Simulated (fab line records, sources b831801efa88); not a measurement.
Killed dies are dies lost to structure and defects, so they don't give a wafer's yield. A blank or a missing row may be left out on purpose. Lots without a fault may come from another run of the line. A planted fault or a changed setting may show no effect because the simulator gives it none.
fab line records | flow sky130 | part 1 of 2: steps 1 to 23 of 34
record lots=5 wafers=15 last_day=50
route steps=708 shown METAL2@500 VIA2@507 METAL3@532
lots that met no fault: from a run of the same line without faults
start_h: hours from the record's first day to the start of the lot's first wafer shown | wait_h: hours since the lot's step before | " the same as in the row above | L1.1+2: a row that stands for several wafers | - no value, or no start given | * or withheld: withheld | < > ~ a bound
route shown NAME@n: a module of which the file shows steps, and the number in the route of the first | usual: mean/standard deviation of fault-free wafers | same: alike in all rows | chamber/n: place in a boat | sites: the reading at each site | _std_site: their standard deviation | _edge_site: outer sites' mean less inner sites' | radius_mm: how far each site lies from the wafer's centre | mask NAME#n: copy n | behind: the tool/chamber that last shaped the wafer | hold: why the lot was held/for how many hours/how that ended | device: the transistor (n, p or np) that didn't switch | end of line: the same wafers' tests at the end of the route | a step without rows: its recipe alone | killed: dies lost to structure and defects at the first sort, not the wafer's yield | map: a wafer's dies, x killed, . not, _ none there
set.NAME: the setting as run; set.NAME@STEP: as run at that earlier step | model.NAME: the simulator's own value behind a step, which no gauge read
lots at some steps of the route; a table a step, a row a wafer
services: from which hour (start_h, from the record's first day; less than 0 if before it) a tool's chamber was out of use, for how many hours, and why
## steps
# step SKY_METAL2_DESCUM_17
# recipe chemistry=O2 source_power_w=150 bias_power_w=0 pressure_mtorr=10 temp_c=40 time_s=8
# usual chamber_pressure_mTorr=9.999/0.0089 drypump_motor_current_A=5.9/0.73 oes_product_au=0.999/0.017
# columns lot.wafer tool chamber start_h wait_h chamber_pressure_mTorr drypump_motor_current_A oes_product_au rf_hours_counter_h
L077.1 rie_metal-03 0 842.93 0.0 9.999 6.0 1.018 13
L077.2 " 1 " " 10.003 6.0 1.018 1
L077.6 " 1 " " 9.992 6.0 1.027 -
L082.3 rie_metal-03 1 919.13 0.0 10.003 6.0 1.011 -
L082.4 " 0 " " 10.015 6.0 1.030 -
L082.6 " 0 " " 10.003 6.0 1.017 -
L084.1 rie_metal-03 1 921.01 0.0 9.984 6.1 1.020 6
L084.2 " 0 " " 10.003 6.0 1.029 17
L084.5 " 1 " " 9.986 6.0 1.008 -
L086.4 rie_metal-01 0 924.68 0.0 9.979 6.8 1.006 -
L086.5 " 1 " " 10.000 4.8 0.988 -
L086.6 " 0 " " 10.007 6.8 0.996 -
L096.2 rie_metal-01 1 997.97 0.0 9.996 4.8 0.980 16
L096.4 " 0 " " 10.002 6.8 0.997 -
L096.6 " 1 " " 10.001 4.8 0.986 -
# step SKY_METAL2_ETCH_18
# recipe chemistry=N2/H2 target=BARC ion_energy_ev=200 bias_w=100 pressure_mtorr=30 n2_flow_sccm=100 h2_flow_sccm=200 icp_w=500 stop_on=SiO2 time_s=45.9 target_depth_a=600
# usual chamber_pressure_mTorr=29.997/0.026 drypump_motor_current_A=5.9/0.74 oes_product_au=0.855/0.0046 throttle_valve_pct=13.224/0.0083
# columns lot.wafer tool chamber start_h wait_h chamber_pressure_mTorr drypump_motor_current_A oes_product_au rf_hours_counter_h throttle_valve_pct
L077.1 rie_metal-03 0 842.96 0.0 30.014 6.0 0.854 13 13.221
L077.2 " 1 " " 29.973 6.0 0.849 1 13.234
L077.6 " 1 " " 30.017 6.0 0.857 - 13.228
L082.3 rie_metal-03 1 919.17 0.0 30.003 6.1 0.861 - 13.228
L082.4 " 0 " " 29.969 6.0 0.859 - 13.224
L082.6 " 0 " " 30.023 6.0 0.863 - 13.214
L084.1 rie_metal-03 1 921.04 0.0 29.996 6.0 0.855 6 13.220
L084.2 " 0 " " 29.991 6.0 0.849 17 13.219
L084.5 " 1 " " 29.979 6.0 0.860 - 13.231
L086.4 rie_metal-01 0 924.72 0.0 29.960 6.8 0.858 - 13.214
L086.5 " 1 " " 30.042 4.8 0.853 - 13.217
L086.6 " 0 " " 29.999 6.8 0.855 - 13.214
L096.2 rie_metal-01 1 998.00 0.0 30.007 4.8 0.851 16 13.219
L096.4 " 0 " " 30.018 6.8 0.851 - 13.228
L096.6 " 1 " " 29.973 4.8 0.851 - 13.208
# step SKY_METAL2_METAL_ETCH_19
# recipe target_depth_a=3600 stop_on=SiO2 over_etch_frac=0.3 time_s=78 chemistry=Cl2/BCl3 resist_sidewall_deg=88 pressure_mtorr=10 icp_w=900 bias_w=48.5 Cl2_flow_sccm=60 bcl3_flow_sccm=30
# usual chamber_pressure_mTorr=10.000/0.0087 drypump_motor_current_A=5.9/0.74 mfc_cl2_sccm=59.98/0.17 oes_product_au=0.856/0.0084 throttle_valve_pct=22.264/0.0098
# columns lot.wafer tool chamber start_h wait_h chamber_pressure_mTorr drypump_motor_current_A mfc_cl2_sccm oes_product_au rf_hours_counter_h throttle_valve_pct
L077.1 rie_metal-03 0 843.02 0.0 10.013 6.0 59.81 0.868 13 22.255
L077.2 " 1 " " 10.020 6.1 60.13 0.863 1 22.262
L077.6 " 1 " " 9.983 6.1 60.15 0.869 - 22.259
L082.3 rie_metal-03 1 919.24 0.1 10.001 6.0 59.84 0.855 - 22.256
L082.4 " 0 " " 9.994 6.0 59.84 0.852 - 22.256
L082.6 " 0 " " 9.984 6.0 59.85 0.868 - 22.265
L084.1 rie_metal-03 1 921.11 0.0 10.000 6.0 59.82 0.857 6 22.272
L084.2 " 0 " " 10.015 6.0 60.13 0.849 17 22.256
L084.5 " 1 " " 9.986 6.0 59.96 0.839 - 22.266
L086.4 rie_metal-01 0 924.79 0.1 10.015 6.8 60.15 0.845 - 22.256
L086.5 " 1 " " 9.990 4.8 60.18 0.848 - 22.272
L086.6 " 0 " " 10.018 6.8 59.68 0.864 - 22.279
L096.2 rie_metal-01 1 998.06 0.0 10.002 4.7 59.84 0.857 16 22.256
L096.4 " 0 " " 10.004 6.8 60.15 0.844 - 22.287
L096.6 " 1 " " 10.006 4.7 59.89 0.859 - 22.236
# step SKY_METAL2_STRIP_20
# recipe chemistry=O2/N2 power_w=1400 pressure_mtorr=1500 platen_temp_c=withheld o2_flow_sccm=3000 n2_flow_sccm=300 overash_fraction=0.5
# usual chamber_pressure_mTorr=1499.9/1.3 drypump_motor_current_A=5.6/0.41 oes_product_au=0.344/0.0055 strip_time_to_endpoint_s=2.71/0.074
# same overash_fraction=0.5
# columns lot.wafer tool chamber start_h wait_h chamber_pressure_mTorr drypump_motor_current_A oes_product_au rf_hours_counter_h strip_time_to_endpoint_s
L077.1 plasma_asher-04 0 843.11 0.1 1501.0 5.9 0.346 106 2.58
L077.2 " 1 " " 1500.6 6.2 0.338 106 2.57
L077.6 " 0 " " 1500.1 5.8 0.344 - 2.61
L082.3 plasma_asher-04 1 919.34 0.1 1496.9 6.2 0.342 - 2.62
L082.4 " 0 " " 1498.7 5.8 0.343 - 2.58
L082.6 " 1 " " 1498.5 6.2 0.337 - 2.61
L084.1 plasma_asher-04 0 921.20 0.1 1498.8 5.9 0.342 114 2.64
L084.2 " 1 " " 1499.6 6.2 0.337 114 2.55
L084.5 " 0 " " 1501.1 5.9 0.336 - 2.65
L086.4 plasma_asher-01 1 924.89 0.1 1500.8 5.0 0.339 - 2.67
L086.5 " 0 " " 1501.8 5.5 0.347 - 2.73
L086.6 " 1 " " 1502.1 5.0 0.344 - 2.69
L096.2 plasma_asher-01 1 998.15 0.1 1502.1 5.0 0.343 86 2.77
L096.4 " 1 " " 1498.6 5.0 0.343 - 2.69
L096.6 " 1 " " 1500.3 5.0 0.344 - 2.76
# step SKY_METAL2_STRIP_21
# recipe chemistry=post_etch_residue_remover time_s=1200 temp_c=72.5
# columns lot.wafer tool chamber start_h wait_h
L077.1+2+6 wet_bench-03 3 843.21 0.1
L082.3+4+6 wet_bench-03 1 919.40 0.0
L084.1+2+5 wet_bench-04 0 921.30 0.1
L086.4+5+6 wet_bench-02 0 924.95 0.0
L096.2+4+6 wet_bench-02 0 998.25 0.1
# step SKY_METAL2_CLEAN_22
# recipe chemistry=IPA time_s=180 temp_c=25
# columns lot.wafer tool chamber start_h wait_h
L077.1+2+6 wet_bench-02 3 843.56 0.0
L082.3+4+6 wet_bench-04 3 919.75 0.0
L084.1+2+5 wet_bench-03 3 921.64 0.0
L086.4+5+6 wet_bench-04 2 925.33 0.0
L096.2+4+6 wet_bench-03 3 998.60 0.0
# step SKY_METAL2_CLEAN_23
# recipe chemistry=O3/DIW dry=n2_spin
# columns lot.wafer tool chamber start_h wait_h
L077.1+2+6 wet_bench-03 1 843.61 0.0
L082.3+4+6 wet_bench-03 1 919.80 0.0
L084.1+2+5 wet_bench-04 2 921.70 0.0
L086.4+5+6 wet_bench-02 1 925.38 0.0
L096.2+4+6 wet_bench-02 0 998.65 0.0
# step SKY_VIA2_HDPCVD_00
# recipe material=SiO2 target_thk_nm=1180 sigma_open_frac=0.3 time_s=196.7 temp_c=400 sih4_flow_sccm=60 pressure_mtorr=6
# columns lot.wafer tool chamber start_h wait_h
L077.1+2+6 hdpcvd-01 0,2,1 843.71 0.0
L082.3+4+6 hdpcvd-01 2,1,1 919.96 0.1
L084.1+2+5 hdpcvd-02 0,1,1 921.79 0.0
L086.4+5+6 hdpcvd-02 1,0,2 925.55 0.1
L096.2+4+6 hdpcvd-01 0,1,0 998.75 0.0
# step SKY_VIA2_THK_MEAS_01
# recipe reads=SiO2_of_VIA2_HDPCVD_00
# usual VIA2_HDPCVD_THK=1183/11
# columns lot.wafer tool chamber start_h wait_h VIA2_HDPCVD_THK[nm]
L077.1 film_metro-03 - 843.83 0.1 1179
L077.2 " - " " 1170
L077.6 " - " " 1187
L082.3 film_metro-03 - 920.10 0.1 1171
L082.4 " - " " 1177
L082.6 " - " " 1196
L084.1 film_metro-01 - 921.91 0.1 1186
L084.2 " - " " 1196
L084.5 " - " " 1189
L086.4 film_metro-02 - 925.64 0.0 1176
L086.5 " - " " 1171
L086.6 " - " " 1181
L096.2 film_metro-03 - 998.88 0.1 1204
L096.4 " - " " 1186
L096.6 " - " " 1203
# step SKY_VIA2_CMP_02
# recipe material=SiO2 down_force_psi=4 platen_rpm=60 pad_velocity_m_s=0.94248
# usual motor_current_A=11.5/0.71
# columns lot.wafer tool chamber start_h wait_h motor_current_A
L077.2 cmp-02 1 843.99 0.1 11.1
L077.1 " 2 " " 10.3
L077.6 " 0 " " 12.8
L082.4 cmp-02 2 920.21 0.1 10.1
L082.3 " 0 " " 11.9
L082.6 " 2 " " 10.1
L084.2 cmp-02 3 922.02 0.1 11.8
L084.1 " 0 " " 12.3
L084.5 " 3 " " 11.5
L086.4 cmp-01 2 925.67 0.0 11.7
L086.5 " 2 " " 11.2
L086.6 " 3 " " 11.9
L096.2 cmp-02 3 998.98 0.1 11.7
L096.4 " 0 " " 12.8
L096.6 " 3 " " 11.6
# step SKY_VIA2_BOW_MEAS_03
# recipe mode=bow
# usual VIA2_BOW=86/7.4
# columns lot.wafer tool chamber start_h wait_h VIA2_BOW[um]
L077.1 film_metro-01 - 844.19 0.1 83
L077.2 " - " " 80
L077.6 " - " " 88
L082.3 film_metro-03 - 920.55 0.2 74
L082.4 " - " " 78
L082.6 " - " " 92
L084.1 film_metro-03 - 922.27 0.1 72
L084.2 " - " " 79
L084.5 " - " " 92
L086.4 film_metro-01 - 926.03 0.3 83
L086.5 " - " " 95
L086.6 " - " " 87
L096.2 film_metro-03 - 999.25 0.2 74
L096.4 " - " " 88
L096.6 " - " " 73
# step SKY_VIA2_DEHYDRATE_04
# recipe temp_c=200 time_s=60
# usual resist_line_temp_C=23.00/0.11
# columns lot.wafer tool chamber start_h wait_h resist_line_temp_C
L077.1 litho_track-01 0 856.25 12.0 23.05
L077.2 " 0 " " 23.05
L077.6 " 0 " " 23.06
L082.3 litho_track-01 0 931.40 10.8 23.03
L082.4 " 0 " " 23.08
L082.6 " 0 " " 23.01
L084.1 litho_track-03 0 933.07 10.8 22.77
L084.2 " 0 " " 22.87
L084.5 " 0 " " 22.86
L086.4 litho_track-04 0 938.04 12.0 23.10
L086.5 " 0 " " 22.99
L086.6 " 0 " " 22.85
L096.2 litho_track-01 0 1009.78 10.5 23.05
L096.4 " 0 " " 23.16
L096.6 " 0 " " 23.11
# step SKY_VIA2_HMDS_05
# recipe prime_time_s=60 prime_temp_c=120
# usual resist_line_temp_C=23.02/0.095
# columns lot.wafer tool chamber start_h wait_h resist_line_temp_C
L077.1 litho_track-01 0 856.40 0.1 23.04
L077.2 " 0 " " 22.95
L077.6 " 0 " " 23.00
L082.3 litho_track-01 0 931.55 0.1 23.04
L082.4 " 0 " " 23.07
L082.6 " 0 " " 23.17
L084.1 litho_track-03 0 933.22 0.1 22.96
L084.2 " 0 " " 22.97
L084.5 " 0 " " 23.08
L086.4 litho_track-04 0 938.19 0.1 23.00
L086.5 " 0 " " 22.98
L086.6 " 0 " " 22.95
L096.2 litho_track-01 0 1009.93 0.1 23.03
L096.4 " 0 " " 23.05
L096.6 " 0 " " 23.09
# step SKY_VIA2_COAT_06
# recipe resist=BARC temp_c=withheld time_s=withheld spin_rpm=3000 resist_thk_nm=60
# usual resist_line_temp_C=*
# columns lot.wafer tool chamber start_h wait_h resist_line_temp_C
L077.1 litho_track-01 0 856.55 0.1 *
L077.2 " 0 " " *
L077.6 " 0 " " *
L082.3 litho_track-01 0 931.70 0.1 *
L082.4 " 0 " " *
L082.6 " 0 " " *
L084.1 litho_track-03 0 933.37 0.1 *
L084.2 " 0 " " *
L084.5 " 0 " " *
L086.4 litho_track-04 0 938.34 0.1 *
L086.5 " 0 " " *
L086.6 " 0 " " *
L096.2 litho_track-01 0 1010.08 0.1 *
L096.4 " 0 " " *
L096.6 " 0 " " *
# step SKY_VIA2_COAT_07
# recipe resist=KrF-thick spin_rpm=3000 resist_thk_nm=450
# usual resist_line_temp_C=23.00/0.1
# columns lot.wafer tool chamber start_h wait_h resist_line_temp_C
L077.1 litho_track-01 0 - - 23.08
L077.2 " 0 " " 23.01
L077.6 " 0 " " 22.93
L082.3 litho_track-01 0 - - 23.02
L082.4 " 0 " " 23.06
L082.6 " 0 " " 23.15
L084.1 litho_track-03 0 - - 23.07
L084.2 " 0 " " 22.97
L084.5 " 0 " " 22.96
L086.4 litho_track-04 0 - - 22.99
L086.5 " 0 " " 22.98
L086.6 " 0 " " 22.86
L096.2 litho_track-01 0 - - 23.10
L096.4 " 0 " " 23.01
L096.6 " 0 " " 23.03
# step SKY_VIA2_SOFTBAKE_08
# recipe temp_c=100 time_s=90 resist=KrF-thick
# usual resist_line_temp_C=23.00/0.11
# columns lot.wafer tool chamber start_h wait_h resist_line_temp_C
L077.1 litho_track-01 0 - - 23.10
L077.2 " 0 " " 22.93
L077.6 " 0 " " 22.98
L082.3 litho_track-01 0 - - 22.91
L082.4 " 0 " " 22.91
L082.6 " 0 " " 22.87
L084.1 litho_track-03 0 - - 23.15
L084.2 " 0 " " 23.15
L084.5 " 0 " " 23.14
L086.4 litho_track-04 0 - - 22.90
L086.5 " 0 " " 23.02
L086.6 " 0 " " 23.01
L096.2 litho_track-01 0 - - 22.87
L096.4 " 0 " " 22.76
L096.6 " 0 " " 22.95
# step SKY_VIA2_EXPOSE_09
# recipe mask_id=VIM2 na=0.8 source_shape=annular sigma_inner=0.55 sigma_outer=0.85 target_cd_nm=200 dose_mj=38
# columns lot.wafer tool chamber start_h wait_h mask
L077.1+2+6 krf_scanner-02 0 - - VIM2#0
L082.3+4+6 krf_scanner-02 0 - - VIM2#0
L084.1+2+5 krf_scanner-01 0 - - VIM2#0
L086.4+5+6 krf_scanner-01 0 - - VIM2#0
L096.2+4+6 krf_scanner-02 0 - - VIM2#0
# step SKY_VIA2_PEB_10
# recipe peb_temp_c=withheld peb_time_s=withheld resist=KrF-thick
# usual resist_line_temp_C=*
# columns lot.wafer tool chamber start_h wait_h resist_line_temp_C
L077.1 litho_track-03 0 - - *
L077.2 " 0 " " *
L077.6 " 0 " " *
L082.3 litho_track-01 0 - - *
L082.4 " 0 " " *
L082.6 " 0 " " *
L084.1 litho_track-01 0 - - *
L084.2 " 0 " " *
L084.5 " 0 " " *
L086.4 litho_track-03 0 - - *
L086.5 " 0 " " *
L086.6 " 0 " " *
L096.2 litho_track-04 0 - - *
L096.4 " 0 " " *
L096.6 " 0 " " *
# step SKY_VIA2_DEVELOP_11
# recipe develop_time_s=58.56 resist=KrF-thick dev_temp_c=21
# usual resist_line_temp_C=22.98/0.11
# columns lot.wafer tool chamber start_h wait_h resist_line_temp_C
L077.1 litho_track-03 0 - - 23.11
L077.2 " 0 " " 23.07
L077.6 " 0 " " 23.20
L082.3 litho_track-01 0 - - 22.91
L082.4 " 0 " " 22.97
L082.6 " 0 " " 23.02
L084.1 litho_track-01 0 - - 23.05
L084.2 " 0 " " 23.12
L084.5 " 0 " " 22.96
L086.4 litho_track-03 0 - - 23.08
L086.5 " 0 " " 23.09
L086.6 " 0 " " 22.96
L096.2 litho_track-04 0 - - 22.96
L096.4 " 0 " " 22.98
L096.6 " 0 " " 23.16
# step SKY_VIA2_CD_MEAS_12
# recipe target_cd_nm=200
# usual cd_nm=200.1/1.7
# columns lot.wafer tool chamber start_h wait_h cd_nm
L077.1 cd_sem-01 - 870.29 - 199.2
L077.2 " - " " 198.9
L077.6 " - " " 198.4
L082.3 cd_sem-01 - 945.79 - 201.5
L082.4 " - " " 202.1
L082.6 " - " " 201.7
L084.1 cd_sem-01 - 947.30 - 195.9
L084.2 " - " " 196.7
L084.5 " - " " 198.2
L086.4 cd_sem-02 - 950.73 - 201.4
L086.5 " - " " 200.1
L086.6 " - " " 200.0
L096.2 cd_sem-02 - 1022.78 - 202.6
L096.4 " - " " 201.9
L096.6 " - " " 202.0
# step SKY_VIA2_OVL_MEAS_13
# usual VIA2_OVL=-1/6.3
# columns lot.wafer tool chamber start_h wait_h VIA2_OVL[nm]
L077.1 overlay-02 - 870.41 0.1 -7
L077.2 " - " " 6
L077.6 " - " " 4
L082.3 overlay-01 - 945.89 0.1 -7
L082.4 " - " " 9
L082.6 " - " " 7
L084.1 overlay-02 - 947.42 0.1 0
L084.2 " - " " -7
L084.5 " - " " -3
L086.4 overlay-01 - 950.80 0.1 -1
L086.5 " - " " -1
L086.6 " - " " -5
L096.2 overlay-01 - 1022.89 0.1 -9
L096.4 " - " " -11
L096.6 " - " " -9
# step SKY_VIA2_ETCH_14
# recipe chemistry=N2/H2 target=BARC ion_energy_ev=200 source_w=500 bias_w=100 pressure_mtorr=30 n2_flow_sccm=100 h2_flow_sccm=200 stop_on=SiO2 time_s=45.9 target_depth_a=600
# usual chamber_pressure_mTorr=30.00/0.031 drypump_motor_current_A=5.6/0.39 oes_product_au=0.854/0.0043 throttle_valve_pct=13.223/0.0081
# columns lot.wafer tool chamber start_h wait_h chamber_pressure_mTorr drypump_motor_current_A oes_product_au rf_hours_counter_h throttle_valve_pct
L077.1 rie_diel-01 2 870.45 0.0 29.99 5.8 0.854 9 13.215
L077.2 " 3 " " 29.99 5.3 0.852 11 13.219
L077.6 " 0 " " 29.99 5.5 0.851 - 13.223
L082.3 rie_diel-01 1 945.91 0.0 30.01 5.7 0.849 19 13.228
L082.4 " 3 " " 29.98 5.3 0.858 12 13.227
L082.6 " 2 " " 29.95 5.8 0.848 - 13.217
L084.1 rie_diel-03 0 947.46 0.0 30.08 5.6 0.858 5 13.220
L084.2 " 2 " " 30.02 5.8 0.856 18 13.226
L084.5 " 2 " " 30.00 5.8 0.853 - 13.230
L086.4 rie_diel-01 3 950.82 0.0 30.01 5.4 0.852 12 13.224
L086.5 " 2 " " 29.97 5.9 0.857 - 13.215
L086.6 " 3 " " 29.97 5.3 0.856 - 13.205
L096.2 rie_diel-01 3 1022.92 0.0 30.02 5.3 0.850 15 13.230
L096.4 " 0 " " 29.99 5.5 0.854 12 13.236
L096.6 " 2 " " 30.02 5.8 0.858 - 13.225
# step SKY_VIA2_ETCH_15
# recipe target=SiO2 chemistry=C4F8/O2/Ar target_depth_nm=546 stop_on=TiN mask_material=KrF-thick source_w=1500 bias_w=1200 pressure_mtorr=40 c4f8_flow_sccm=withheld O2_flow_sccm=6 Ar_flow_sccm=300 time_s=84
# usual chamber_pressure_mTorr=40.00/0.038 oes_product_au=0.945/0.0045
# columns lot.wafer tool chamber start_h wait_h chamber_pressure_mTorr oes_product_au rf_hours_counter_h
L077.1 rie_diel-01 2 870.49 0.0 40.01 0.949 9
L077.2 " 3 " " 39.99 0.943 11
L077.6 " 0 " " 39.95 0.950 -
L082.3 rie_diel-01 1 945.95 0.0 39.99 0.941 19
L082.4 " 3 " " 39.99 0.949 12
L082.6 " 2 " " 40.00 0.956 -
L084.1 rie_diel-03 0 947.50 0.0 39.97 0.948 5
L084.2 " 2 " " 40.02 0.942 18
L084.5 " 2 " " 40.02 0.945 -
L086.4 rie_diel-01 3 950.86 0.0 40.05 0.939 12
L086.5 " 2 " " 39.98 0.938 -
L086.6 " 3 " " 40.03 0.948 -
L096.2 rie_diel-01 3 1022.96 0.0 39.98 0.947 15
L096.4 " 0 " " 39.99 0.945 12
L096.6 " 2 " " 39.93 0.945 -
